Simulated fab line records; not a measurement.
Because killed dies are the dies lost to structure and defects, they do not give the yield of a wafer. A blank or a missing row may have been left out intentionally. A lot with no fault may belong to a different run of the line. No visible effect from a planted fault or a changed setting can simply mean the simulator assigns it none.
2 desks, one fault -- flow sky130 -- numbers are kept per desk, each desk with only its own; the story behind them comes last

## FOR THE TOOL OWNER'S DESK: furnace-01
The tool's own readings at SKY_NWELL_OXIDATION_01 (stabilise 600 s, purge 300 s, target thk 10 nm): means of the sampled wafers that have a number, for each lot that ran on this tool. If a lot's mean is further than 4 standard deviations from the usual mean, the lot is out of limits and carries the mark OUT (the distance appears in the brackets). Readings shown: 7 out of 10 (the first out of limits, and those lying furthest out on some lot).
Columns: A = spikeTcBottomC at SKY_NWELL_OXIDATION_01, usual 921.5 C; B = spikeTcCentreC at SKY_NWELL_OXIDATION_01, usual 899.4 C; C = spikeTcLowerC at SKY_NWELL_OXIDATION_01, usual 899.5 C; D = spikeTcTopC at SKY_NWELL_OXIDATION_01, usual 906.6 C; E = spikeTcUpperC at SKY_NWELL_OXIDATION_01, usual 899.9 C; F = tubeCenterTempC at SKY_NWELL_OXIDATION_01, usual 900 C; G = tube_center_temp_C_max at SKY_NWELL_OXIDATION_01, usual 902.3
lot,first seen here,A,B,C,D,E,F,G
L770,day 2 21:04,921.6,898.9,899.3,904.6,900.1,900,902.3
L772,day 3 04:14,922.9,899.2,899.5,903.8,898.9,900,902.2
L774,day 3 11:16,951.0 (+23) OUT,931.1 (+32) OUT,930.4 (+26) OUT,935.0 (+12) OUT,930.2 (+33) OUT,930 (+99 or more) OUT,932.6 (+80) OUT
L775,day 3 18:38,953.2 (+24) OUT,929.2 (+30) OUT,930.9 (+26) OUT,934.1 (+12) OUT,929.5 (+32) OUT,930 (+99 or more) OUT,932.7 (+80) OUT
L788,day 6 09:35,922.6,899.5,899.5,903.8,899.3,900,902.3
L790,day 6 20:49,922.2,899.6,900.1,905.5,899.8,900,902.6
Finding of this desk: L774, L775 out of limits; the first was L774 at day 3 11:16, on spikeTcBottomC at SKY_NWELL_OXIDATION_01. In limits: L770, L772, L788, L790.

## METROLOGY DESK
Means of the sampled wafers that have a number, per lot and without regard to the tool the lot ran on: this is what the gauges read. If a lot's mean is further than 4 standard deviations from the usual mean, the lot is out of limits and carries the mark OUT (the distance appears in the brackets).
Columns: A = NWELL_OXIDATION_THK at SKY_NWELL_THK_MEAS_02, usual 9.97 nm; B = CONTACT_HDPCVD_THK at SKY_CONTACT_THK_MEAS_03, usual 565 nm; C = CONTACT_BOW at SKY_CONTACT_BOW_MEAS_05, usual 83 um
lot,first seen here,A,B,C
L770,day 2 22:28,9.81,569,89
L772,day 3 05:38,9.96,550,87
L773,day 3 07:32,9.67,561,77
L774,day 3 12:40,13.47 (+19) OUT,568,77
L775,day 3 20:03,13.77 (+21) OUT,570,88
L785,day 5 17:23,9.81,575,87
L788,day 6 10:58,9.92,567,90
L789,day 6 15:00,10.13,563,82
L790,day 6 22:13,10.01,558,81
L792,day 7 11:56,9.88,564,88
L793,day 7 16:02,10.07,567,82
This desk finds L774, L775 out of limits, with the earliest case on L774 at day 3 12:40 (NWELL_OXIDATION_THK at SKY_NWELL_THK_MEAS_02). In limits: L770, L772, L773, L785, L788, L789, L790, L792, L793.

## PUT TOGETHER
The tool owner's desk had the chance to raise an alarm at day 3 11:16 on L774, L775.
On L774, L775, the metrology desk was in a position to raise an alarm at day 3 12:40.
Every lot named ran SKY_NWELL_OXIDATION_01 on furnace-01.

## WHAT THE SIMULATOR HAD PUT IN
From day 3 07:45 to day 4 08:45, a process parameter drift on furnace-01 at SKY_NWELL_OXIDATION_01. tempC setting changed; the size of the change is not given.
Struck lots among those shown: L774, L775.
Counting hours from when the fault started, the first reading out of limits came at 4 for the tool owner's desk and at 5 for the metrology desk.
